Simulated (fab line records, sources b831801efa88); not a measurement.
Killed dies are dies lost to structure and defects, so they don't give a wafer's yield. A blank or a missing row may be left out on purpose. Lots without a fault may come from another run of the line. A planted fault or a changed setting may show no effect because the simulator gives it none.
fab line records | flow sfq_line
record lots=7 wafers=19 last_day=82
route steps=325 shown L0@4 L0V@16 M0@28 I0@43 M8@325
lots that met no fault: from a run of the same line without faults
start_h: hours from the record's first day to the start of the lot's first wafer shown | wait_h: hours since the lot's step before | " the same as in the row above | L1.1+2: a row that stands for several wafers | - no value, or no start given | * or withheld: withheld | < > ~ a bound
route shown NAME@n: a module of which the file shows steps, and the number in the route of the first | usual: mean/standard deviation of fault-free wafers | same: alike in all rows | chamber/n: place in a boat | sites: the reading at each site | _std_site: their standard deviation | _edge_site: outer sites' mean less inner sites' | radius_mm: how far each site lies from the wafer's centre | mask NAME#n: copy n | behind: the tool/chamber that last shaped the wafer | hold: why the lot was held/for how many hours/how that ended | device: the transistor (n, p or np) that didn't switch | end of line: the same wafers' tests at the end of the route | a step without rows: its recipe alone | killed: dies lost to structure and defects at the first sort, not the wafer's yield | map: a wafer's dies, x killed, . not, _ none there
set.NAME: the setting as run; set.NAME@STEP: as run at that earlier step | model.NAME: the simulator's own value behind a step, which no gauge read
lots at some steps of the route; a table a step, a row a wafer
services: from which hour (start_h, from the record's first day; less than 0 if before it) a tool's chamber was out of use, for how many hours, and why
## steps
# step SFQ_L0_RS_MEAS_901
# recipe thk_meas_gauge=four-point-probe reads=MoNx_KI_of_TRILAYER_L0_DEP_SPUTTER_003
# usual L0_MONX_KI_RS=43.6/0.52
# columns lot.wafer tool chamber start_h wait_h L0_MONX_KI_RS[ohm/sq]
L430.3 film_metro-03 - 32.60 0.1 44.1
L430.4 " - " " 44.6
L430.5 " - " " 44.3
L433.1 film_metro-04 - 47.56 0.0 44.0
L433.4 " - " " 44.3
L433.5 " - " " 44.2
L436.4 film_metro-04 - 62.62 0.1 42.9
L436.5 " - " " 43.1
L437.1 film_metro-04 - 67.56 0.0 43.3
L437.3 " - " " 43.5
L437.4 " - " " 43.6
L438.1 film_metro-01 - 72.57 0.0 42.5
L438.5 " - " " 42.3
L445.2 film_metro-03 - 107.58 0.1 43.9
L445.3 " - " " 44.2
L445.4 " - " " 44.2
L448.1 film_metro-03 - 122.56 0.0 43.5
L448.3 " - " " 43.7
L448.5 " - " " 43.4
# step SFQ_L0_THK_MEAS_902
# recipe thk_meas_gauge=xrf reads=MoNx_KI_of_TRILAYER_L0_DEP_SPUTTER_003
# usual L0_MONX_KI_THK=38.7/0.53
# columns lot.wafer tool chamber start_h wait_h L0_MONX_KI_THK[nm]
L430.3 film_metro-03 - 32.70 0.1 38.3
L430.4 " - " " 37.8
L430.5 " - " " 38.0
L433.1 film_metro-04 - 47.68 0.1 38.1
L433.4 " - " " 37.9
L433.5 " - " " 38.1
L436.4 film_metro-04 - 62.71 0.1 39.4
L436.5 " - " " 39.1
L437.1 film_metro-04 - 67.68 0.1 38.8
L437.3 " - " " 38.8
L437.4 " - " " 38.5
L438.1 film_metro-01 - 72.69 0.1 39.9
L438.5 " - " " 40.3
L445.2 film_metro-03 - 107.69 0.1 38.7
L445.3 " - " " 38.5
L445.4 " - " " 38.9
L448.1 film_metro-03 - 122.68 0.1 39.0
L448.3 " - " " 38.9
L448.5 " - " " 39.2
# step SFQ_TRILAYER_L0_LITHO_COAT_010
# recipe resist=BARC spin_rpm=3000 resist_thk_nm=62
# step SFQ_TRILAYER_L0_LITHO_COAT_005
# recipe resist=KrF spin_rpm=3000 resist_thk_nm=600
# step SFQ_TRILAYER_L0_LITHO_SOFTBAKE_009
# recipe temp_c=withheld time_s=withheld resist=KrF
# step SFQ_TRILAYER_L0_LITHO_EXPOSE_006
# recipe mask_id=L0 na=0.6 source_shape=conventional sigma_outer=0.65 target_cd_nm=2000 dose_mj=14.4
# step SFQ_TRILAYER_L0_LITHO_PEB_008
# recipe peb_temp_c=115 peb_time_s=60 resist=KrF
# step SFQ_TRILAYER_L0_LITHO_DEVELOP_007
# recipe time_s=60 resist=KrF
# step SFQ_TRILAYER_L0_BARC_OPEN_METAL_ETCH_010
# recipe mask_material=PR chemistry=O2 target_depth_nm=125 target=BARC icp_w=600 bias_w=80 pressure_mtorr=10 time_s=41.7
# step SFQ_TRILAYER_L0_ETCH_METAL_ETCH_008
# recipe target=MoNx_KI stop_on=SiO2 mask_material=PR chemistry=SF6/O2 target_depth_nm=50 icp_w=600 bias_w=80 pressure_mtorr=10 time_s=25
# usual drypump_motor_current_A=5.7/0.49 oes_product_au=0.872/0.0077
# columns lot.wafer tool chamber start_h wait_h drypump_motor_current_A oes_product_au rf_hours_counter_h
L430.3 rie_metal-02 1 45.69 0.0 5.6 0.870 -
L430.4 " 0 " " 6.5 0.865 -
L430.5 " 1 " " 5.6 0.865 -
L433.1 rie_metal-02 1 61.28 0.0 5.6 0.871 159
L433.4 " 1 " " 5.6 0.857 -
L433.5 " 0 " " 6.4 0.869 -
L436.4 rie_metal-01 0 74.49 0.0 6.1 0.879 -
L436.5 " 1 " " 5.5 0.869 -
L437.1 rie_metal-04 1 83.30 0.0 5.0 0.884 108
L437.3 " 0 " " 5.3 0.869 -
L437.4 " 1 " " 5.0 0.870 -
L438.1 rie_metal-04 0 89.30 0.0 5.2 0.886 11
L438.5 " 1 " " 5.0 0.884 -
L445.2 rie_metal-02 1 121.70 0.0 5.6 0.868 170
L445.3 " 1 " " 5.6 0.864 -
L445.4 " 0 " " 6.5 0.870 -
L448.1 rie_metal-04 1 143.35 0.0 5.0 0.869 118
L448.3 " 1 " " 5.0 0.871 -
L448.5 " 1 " " 5.0 0.869 -
# step SFQ_TRILAYER_L0_STRIP_STRIP_009
# recipe gas=O2 power_w=200 platen_temp_c=40 overash_fraction=0.65 chemistry=O2 pressure_mtorr=50
# usual drypump_motor_current_A=5.7/0.5 oes_product_au=0.998/0.0081
# columns lot.wafer tool chamber start_h wait_h drypump_motor_current_A oes_product_au rf_hours_counter_h
L430.3 rie_metal-02 1 45.92 0.2 5.6 0.996 -
L430.4 " 0 " " 6.4 0.995 -
L430.5 " 1 " " 5.6 1.009 -
L433.1 rie_metal-02 1 61.32 0.0 5.6 0.999 159
L433.4 " 1 " " 5.6 1.007 -
L433.5 " 0 " " 6.5 0.997 -
L436.4 rie_metal-01 0 74.72 0.2 6.1 1.010 -
L436.5 " 1 " " 5.5 1.005 -
L437.1 rie_metal-04 1 83.34 0.0 5.0 1.008 108
L437.3 " 0 " " 5.3 1.004 -
L437.4 " 1 " " 5.0 1.014 -
L438.1 rie_metal-04 0 89.34 0.0 5.2 1.000 11
L438.5 " 1 " " 5.0 1.003 -
L445.2 rie_metal-02 1 121.74 0.0 5.6 0.993 170
L445.3 " 1 " " 5.6 0.987 -
L445.4 " 0 " " 6.4 0.980 -
L448.1 rie_metal-04 1 143.40 0.0 5.0 1.002 118
L448.3 " 1 " " 5.0 0.994 -
L448.5 " 1 " " 5.0 0.994 -
# step SFQ_TRILAYER_L0_STRIP_SOLV_CLEAN_010
# recipe chemistry=NMP temp_c=70 time_s=600
# step SFQ_TRILAYER_L0_CAP_PECVD_011
# recipe material=SiO2 temp_c=150 time_s=13.333 pressure_torr=2.4 rf_w=183.3 precursor=SiH4/N2O target_thk_nm=60
# usual heater_power_outer_w=32/9.8 heater_power_w=85/15 throttle_valve_pct=25.3/0.92
# columns lot.wafer tool chamber start_h wait_h heater_power_outer_w heater_power_w throttle_valve_pct model.SiO2_of_TRILAYER_L0_CAP_PECVD_011.thk_nm
L430.3 pecvd-02 2 46.50 0.0 30 87 24.2 59.2
L430.4 " 2 " " 30 87 24.1 60.16
L430.5 " 1 " " 16 74 24.6 60.01
L433.1 pecvd-02 2 62.10 0.0 30 86 23.9 59.58
L433.4 " 0 " " 42 109 23.7 60.09
L433.5 " 1 " " 18 76 24.8 60.19
L436.4 pecvd-02 1 75.31 0.0 26 85 24.9 59.98
L436.5 " 2 " " 30 83 24.1 86.76
L437.1 pecvd-02 2 84.12 0.0 31 87 24.2 86.27
L437.3 " 1 " " 24 83 24.6 59.57
L437.4 " 1 " " 24 83 24.8 60.29
L438.1 pecvd-02 2 90.12 0.0 22 75 24.2 85.59
L438.5 " 0 " " 41 104 24.1 87.42
L445.2 pecvd-04 0 122.52 0.0 30 87 26.6 59.54
L445.3 " 2 " " 56 120 25.0 60.24
L445.4 " 2 " " 55 118 25.3 60.79
L448.1 pecvd-04 2 144.19 0.0 44 102 25.5 59.95
L448.3 " 0 " " 33 92 26.7 59.22
L448.5 " 0 " " 34 90 26.6 60.33
# step SFQ_TRILAYER_L0_VIA_LITHO_COAT_018
# recipe resist=BARC spin_rpm=3000 resist_thk_nm=62
# step SFQ_TRILAYER_L0_VIA_LITHO_COAT_013
# recipe resist=KrF spin_rpm=3000 resist_thk_nm=650
# step SFQ_TRILAYER_L0_VIA_LITHO_SOFTBAKE_017
# recipe temp_c=withheld time_s=withheld resist=KrF
# step SFQ_TRILAYER_L0_VIA_LITHO_EXPOSE_014
# recipe mask_id=L0V na=0.6 source_shape=conventional sigma_outer=0.65 target_cd_nm=700 dose_mj=21.3
# step SFQ_TRILAYER_L0_VIA_LITHO_PEB_016
# recipe peb_temp_c=115 peb_time_s=60 resist=KrF
# step SFQ_TRILAYER_L0_VIA_LITHO_DEVELOP_015
# recipe time_s=60 resist=KrF
# step SFQ_L0V_OVL_MEAS_903
# usual L0V_OVL=-3/5.3
# columns lot.wafer tool chamber start_h wait_h L0V_OVL[nm]
L430.3 overlay-02 - 114.33 0.1 -11
L430.4 " - " " -16
L430.5 " - " " -3
L433.1 overlay-02 - 133.52 0.1 3
L433.4 " - " " -3
L433.5 " - " " 0
L436.4 overlay-02 - 152.27 0.1 -4
L436.5 " - " " -2
L437.1 overlay-01 - 199.62 0.1 -7
L437.3 " - " " -5
L437.4 " - " " -5
L438.1 overlay-02 - 205.62 0.1 -6
L438.5 " - " " -4
L445.2 overlay-02 - 241.18 0.1 6
L445.3 " - " " 14
L445.4 " - " " 12
L448.1 overlay-02 - 261.57 0.1 -5
L448.3 " - " " 1
L448.5 " - " " -7
# step SFQ_TRILAYER_L0_VIA_BARC_OPEN_VIA_ETCH_021
# recipe mask_material=PR chemistry=O2 target_depth_nm=125 target=BARC source_w=500 bias_w=80 pressure_mtorr=30 time_s=41.7
# usual drypump_motor_current_A=5.7/0.57 oes_product_au=0.685/0.005
# columns lot.wafer tool chamber start_h wait_h drypump_motor_current_A oes_product_au rf_hours_counter_h
L430.3 rie_diel-03 0 114.36 0.0 5.1 0.690 6
L430.4 " 1 " " 6.5 0.688 70
L430.5 " 0 " " 5.1 0.685 -
L433.1 rie_diel-03 3 133.56 0.0 5.3 0.688 135
L433.4 " 1 " " 6.5 0.695 -
L433.5 " 3 " " 5.2 0.678 -
L436.4 rie_diel-03 0 152.28 0.0 5.1 0.683 7
L436.5 " 3 " " 5.2 0.688 -
L437.1 rie_diel-04 2 199.66 0.0 5.7 0.691 113
L437.3 " 3 " " 6.2 0.688 69
L437.4 " 1 " " 6.2 0.685 7
L438.1 rie_diel-02 2 205.66 0.0 5.6 0.686 1
L438.5 " 0 " " 6.4 0.681 -
L445.2 rie_diel-03 3 241.21 0.0 5.2 0.686 136
L445.3 " 1 " " 6.5 0.688 72
L445.4 " 0 " " 5.1 0.682 8
L448.1 rie_diel-03 0 261.61 0.0 5.1 0.675 8
L448.3 " 1 " " 6.5 0.689 73
L448.5 " 3 " " 5.2 0.680 -
# step SFQ_TRILAYER_L0_VIA_ETCH_VIA_ETCH_016
# recipe target=SiO2 stop_on=MoNx_KI mask_material=PR chemistry=CHF3 target_depth_nm=80 source_w=500 bias_w=80 pressure_mtorr=30 time_s=withheld
# usual drypump_motor_current_A=5.7/0.56 oes_product_au=0.843/0.0079
# columns lot.wafer tool chamber start_h wait_h drypump_motor_current_A oes_product_au model.etch.depth_nm model.L0V.feature_depth_nm
L430.3 rie_diel-03 0 114.40 0.0 5.1 0.842 59.2 59.2
L430.4 " 1 " " 6.5 0.842 60.16 60.16
L430.5 " 0 " " 5.1 0.834 60.01 60.01
L433.1 rie_diel-03 3 133.60 0.0 5.2 0.839 59.58 59.58
L433.4 " 1 " " 6.5 0.847 60.09 60.09
L433.5 " 3 " " 5.2 0.849 60.19 60.19
L436.4 rie_diel-03 0 152.32 0.0 5.1 0.840 59.98 59.98
L436.5 " 3 " " 5.2 0.998 80.26 80.26
L437.1 rie_diel-04 2 199.69 0.0 5.6 0.991 80.01 80.01
L437.3 " 3 " " 6.2 0.842 59.57 59.57
L437.4 " 1 " " 6.2 0.844 60.29 60.29
L438.1 rie_diel-02 2 205.69 0.0 5.6 0.996 79.25 79.25
L438.5 " 0 " " 6.4 1.003 79.98 79.98
L445.2 rie_diel-03 3 241.25 0.0 5.2 0.840 59.54 59.54
L445.3 " 1 " " 6.5 0.851 60.24 60.24
L445.4 " 0 " " 5.1 0.845 60.79 60.79
L448.1 rie_diel-03 0 261.64 0.0 5.1 0.834 59.95 59.95
L448.3 " 1 " " 6.5 0.828 59.22 59.22
L448.5 " 3 " " 5.2 0.852 60.33 60.33
# step SFQ_TRILAYER_L0_VIA_STRIP_STRIP_017
# recipe gas=O2 power_w=200 platen_temp_c=40 overash_fraction=0.65 chemistry=O2 pressure_mtorr=50
# step SFQ_TRILAYER_L0_VIA_STRIP_SOLV_CLEAN_018
# recipe chemistry=NMP temp_c=70 time_s=600
# step SFQ_TRILAYER_M0_DEP_PRE_CLEAN_020
# recipe gas=Ar time_s=15 bias_v=250
# usual bias_v=249.7/2.4
# columns lot.wafer tool chamber start_h wait_h bias_v model.SiO2_of_TRILAYER_L0_CAP_PECVD_011.thk_nm
L430.3 pvd_sputter-04 - 115.22 0.0 251.3 54.2
L430.4 " - " " 251.9 55.16
L430.5 " - " " 250.4 55.01
L433.1 pvd_sputter-04 - 134.42 0.0 242.2 54.58
L433.4 " - " " 246.4 55.09
L433.5 " - " " 250.1 55.19
L436.4 pvd_sputter-04 - 153.16 0.0 249.2 54.98
L436.5 " - " " 252.9 81.76
L437.1 pvd_sputter-03 - 201.13 0.0 252.1 81.27
L437.3 " - " " 251.6 54.57
L437.4 " - " " 255.1 55.29
L438.1 pvd_sputter-04 - 207.13 0.0 249.1 80.59
L438.5 " - " " 245.3 82.42
L445.2 pvd_sputter-04 - 242.07 0.0 252.1 54.54
L445.3 " - " " 251.9 55.24
L445.4 " - " " 245.9 55.79
L448.1 pvd_sputter-03 - 263.07 0.0 251.1 54.95
L448.3 " - " " 249.6 54.22
L448.5 " - " " 248.5 55.33
# step SFQ_TRILAYER_M0_DEP_SPUTTER_019
# recipe material=Nb base_pressure_pa=1.33e-06 chamber_pressure_pa=0.1333 substrate_temp_c=20 resputter_cathode_voltage_v=400 target_thk_nm=200 power_w=2000 time_s=133.3
# usual throttle_valve_pct=30.4/1
# columns lot.wafer tool chamber start_h wait_h throttle_valve_pct
L430.3 pvd_sputter-04 - 115.24 0.0 30.7
L430.4 " - " " 29.2
L430.5 " - " " 30.8
L433.1 pvd_sputter-04 - 134.44 0.0 31.1
L433.4 " - " " 29.1
L433.5 " - " " 31.0
L436.4 pvd_sputter-04 - 153.19 0.0 30.5
L436.5 " - " " 30.9
L437.1 pvd_sputter-03 - 201.16 0.0 29.2
L437.3 " - " " 32.4
L437.4 " - " " 31.0
L438.1 pvd_sputter-04 - 207.16 0.0 30.8
L438.5 " - " " 30.9
L445.2 pvd_sputter-04 - 242.09 0.0 29.0
L445.3 " - " " 30.7
L445.4 " - " " 30.7
L448.1 pvd_sputter-03 - 263.09 0.0 29.9
L448.3 " - " " 31.1
L448.5 " - " " 29.9
# step SFQ_M0_RS_MEAS_904
# recipe thk_meas_gauge=four-point-probe reads=Nb_of_TRILAYER_M0_DEP_SPUTTER_019
# usual M0_NB_RS=0.888/0.0095
# columns lot.wafer tool chamber start_h wait_h M0_NB_RS[ohm/sq]
L430.3 film_metro-03 - 115.37 0.1 0.897
L430.4 " - " " 0.902
L430.5 " - " " 0.902
L433.1 film_metro-02 - 134.53 0.0 0.882
L433.4 " - " " 0.883
L433.5 " - " " 0.881
L436.4 film_metro-02 - 153.34 0.1 0.899
L436.5 " - " " 0.896
L437.1 film_metro-03 - 201.25 0.0 0.872
L437.3 " - " " 0.879
L437.4 " - " " 0.874
L438.1 film_metro-03 - 207.25 0.0 0.889
L438.5 " - " " 0.880
L445.2 film_metro-03 - 242.20 0.1 0.890
L445.3 " - " " 0.886
L445.4 " - " " 0.882
L448.1 film_metro-04 - 263.18 0.0 0.897
L448.3 " - " " 0.892
L448.5 " - " " 0.890
# step SFQ_TRILAYER_M0_LITHO_COAT_026
# recipe resist=BARC spin_rpm=3000 resist_thk_nm=62
# step SFQ_TRILAYER_M0_LITHO_COAT_021
# recipe resist=KrF spin_rpm=3000 resist_thk_nm=600
# step SFQ_TRILAYER_M0_LITHO_SOFTBAKE_025
# recipe temp_c=withheld time_s=withheld resist=KrF
# step SFQ_TRILAYER_M0_LITHO_EXPOSE_022
# recipe mask_id=M0 na=0.6 source_shape=conventional sigma_outer=0.65 target_cd_nm=500 dose_mj=14.4
# step SFQ_TRILAYER_M0_LITHO_PEB_024
# recipe peb_temp_c=115 peb_time_s=60 resist=KrF
# step SFQ_TRILAYER_M0_LITHO_DEVELOP_023
# recipe time_s=60 resist=KrF
# step SFQ_M0_OVL_MEAS_906
# usual M0_OVL=2/5
# columns lot.wafer tool chamber start_h wait_h M0_OVL[nm]
L430.3 overlay-01 - 136.01 0.1 -6
L430.4 " - " " -3
L430.5 " - " " -9
L433.1 overlay-02 - 157.69 0.1 -7
L433.4 " - " " -7
L433.5 " - " " -5
L436.4 overlay-01 - 174.51 0.1 3
L436.5 " - " " -5
L437.1 overlay-01 - 217.92 0.1 1
L437.3 " - " " 4
L437.4 " - " " -3
L438.1 overlay-01 - 223.92 0.1 2
L438.5 " - " " -1
L445.2 overlay-02 - 278.68 0.1 0
L445.3 " - " " -2
L445.4 " - " " 1
L448.1 overlay-02 - 297.87 0.1 4
L448.3 " - " " -1
L448.5 " - " " 0
# step SFQ_TRILAYER_M0_BARC_OPEN_METAL_ETCH_031
# recipe mask_material=PR chemistry=O2 target_depth_nm=125 target=BARC icp_w=600 bias_w=80 pressure_mtorr=10 time_s=41.7
# step SFQ_TRILAYER_M0_ETCH_METAL_ETCH_024
# recipe target=Nb stop_on=SiO2 mask_material=PR chemistry=Cl2/Ar target_depth_nm=240 icp_w=600 bias_w=80 pressure_mtorr=10 time_s=120
# step SFQ_TRILAYER_M0_STRIP_STRIP_025
# recipe gas=O2 power_w=200 platen_temp_c=40 overash_fraction=0.65 chemistry=O2 pressure_mtorr=50
# step SFQ_TRILAYER_M0_STRIP_SOLV_CLEAN_026
# recipe chemistry=NMP temp_c=70 time_s=600
# step SFQ_TRILAYER_I0_DEP_PECVD_027
# recipe material=SiO2 temp_c=150 time_s=111.11 pressure_torr=2.4 rf_w=183.3 precursor=SiH4/N2O target_thk_nm=500
# usual heater_power_outer_w=29/8.7 heater_power_w=83/16 throttle_valve_pct=24.6/0.95
# columns lot.wafer tool chamber start_h wait_h heater_power_outer_w heater_power_w throttle_valve_pct
L430.3 pecvd-04 1 136.99 0.0 37 88 25.4
L430.4 " 0 " " 34 93 26.7
L430.5 " 2 " " 50 112 25.4
L433.1 pecvd-02 1 158.69 0.0 19 74 24.6
L433.4 " 2 " " 21 74 24.3
L433.5 " 0 " " 36 99 24.0
L436.4 pecvd-01 1 175.54 0.0 22 64 25.4
L436.5 " 0 " " 14 56 23.3
L437.1 pecvd-01 0 218.91 0.0 22 67 23.7
L437.3 " 1 " " 22 64 25.8
L437.4 " 2 " " 39 105 24.8
L438.1 pecvd-02 0 224.93 0.0 37 102 24.0
L438.5 " 0 " " 40 107 23.9
L445.2 pecvd-01 1 279.66 0.0 21 63 25.8
L445.3 " 0 " " 23 69 23.5
L445.4 " 1 " " 23 63 25.8
L448.1 pecvd-04 0 298.86 0.0 32 89 26.8
L448.3 " 2 " " 52 114 26.0
L448.5 " 1 " " 27 76 26.1
# step SFQ_TRILAYER_I0_CMP_CMP_028
# recipe material=SiO2 down_force_psi=3 platen_rpm=60 pad_velocity_m_s=0.94248
# step SFQ_I0_BOW_MEAS_907
# recipe mode=bow
# usual I0_BOW=1/7.4
# columns lot.wafer tool chamber start_h wait_h I0_BOW[um]
L430.3 film_metro-02 - 140.11 2.5 -12
L430.4 " - " " -3
L430.5 " - " " 5
L433.1 film_metro-02 - 161.77 1.0 -4
L433.4 " - " " -6
L433.5 " - " " 2
L436.4 film_metro-01 - 178.64 1.1 -7
L436.5 " - " " 4
L437.1 film_metro-01 - 226.54 2.5 -11
L437.3 " - " " 4
L437.4 " - " " 4
L438.1 film_metro-04 - 235.54 1.5 -2
L438.5 " - " " 7
L445.2 film_metro-02 - 286.87 2.5 -3
L445.3 " - " " -6
L445.4 " - " " 2
L448.1 film_metro-02 - 309.82 2.0 13
L448.3 " - " " -12
L448.5 " - " " 0
# step SFQ_M8_BOW_MEAS_951
# recipe mode=bow
# usual M8_BOW=8/11
# columns lot.wafer tool chamber start_h wait_h M8_BOW[um] model.etest.l0v.link_ohm
L430.3 film_metro-01 - 1802.91 0.0 -1 44.93
L430.4 " - " " 7 45.4
L430.5 " - " " 17 45.19
L433.1 film_metro-02 - 1823.17 0.0 -14 45
L433.4 " - " " -17 45.13
L433.5 " - " " -9 45.22
L436.4 film_metro-02 - 1876.05 0.1 10 43.89
L436.5 " - " " 21 1e+06
L437.1 film_metro-04 - 1878.39 0.0 -4 1e+06
L437.3 " - " " 13 44.43
L437.4 " - " " 12 44.53
L438.1 film_metro-04 - 1900.72 0.0 1 1e+06
L438.5 " - " " 10 1e+06
L445.2 film_metro-02 - 1944.79 0.0 15 44.88
L445.3 " - " " 13 45.14
L445.4 " - " " 19 45
L448.1 film_metro-04 - 1958.55 0.0 24 44.44
L448.3 " - " " -2 44.71
L448.5 " - " " 10 44.38
## services
# columns tool chamber start_h hours kind
rie_metal-04 - 75.16 1.2 repair
pecvd-04 - 78.92 5.5 pm
pvd_sputter-03 - 95.81 1.8 repair
rie_diel-04 1 97.18 1.9 repair
rie_diel-03 1 97.72 2.7 repair
pecvd-01 2 111.50 7.6 repair
pecvd-01 2 119.92 5.4 repair
rie_diel-03 2 128.09 6.2 repair
rie_diel-03 - 158.55 15.6 pm
pecvd-04 0 169.88 5.1 repair
rie_diel-03 0 176.75 2.4 repair
pecvd-04 - 185.89 1.4 repair
rie_diel-03 0 187.89 10.4 repair
rie_metal-04 1 196.96 9.6 repair
pecvd-02 - 198.89 0.4 repair
rie_diel-03 2 209.47 2.8 repair
pecvd-01 - 228.64 14.6 pm
pvd_sputter-03 - 241.48 3.8 repair
rie_metal-02 - 251.06 0.8 repair
pvd_sputter-03 - 251.12 5.0 repair
pecvd-02 1 261.42 7.0 repair
pecvd-01 - 264.54 0.8 repair
pecvd-01 - 273.11 0.8 repair
pvd_sputter-04 - 284.56 6.2 repair
## key
first_sign step=SFQ_TRILAYER_L0_VIA_ETCH_VIA_ETCH_016 reading=oes_product_au direction=up sigmas=19 usual=0.843 struck=0.997
effect none on later readings
model_effect step=SFQ_TRILAYER_L0_CAP_PECVD_011 value=SiO2_of_TRILAYER_L0_CAP_PECVD_011.thk_nm without=58.99 struck=86.51
model_effect step=SFQ_TRILAYER_L0_VIA_ETCH_VIA_ETCH_016 value=etch.depth_nm without=58.99 struck=79.88
model_effect step=SFQ_TRILAYER_M0_DEP_PRE_CLEAN_020 value=SiO2_of_TRILAYER_L0_CAP_PECVD_011.thk_nm without=53.99 struck=81.51
model_effect step=SFQ_M8_BOW_MEAS_951 value=etest.l0v.link_ohm without=43.74 struck=1e+06
met_at SFQ_TRILAYER_L0_CAP_PECVD_011
struck_wafers L436.5,L437.1,L438.1,L438.5
onset_between 62.10 75.31
fault kind=process_parameter_drift tool=pecvd-02 chamber=- onset_h=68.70 steps=SFQ_TRILAYER_L0_CAP_PECVD_011 channel=time_s offset=* shape=step end_h=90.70 scope=struck_wafers_only acts_in=* stated=*
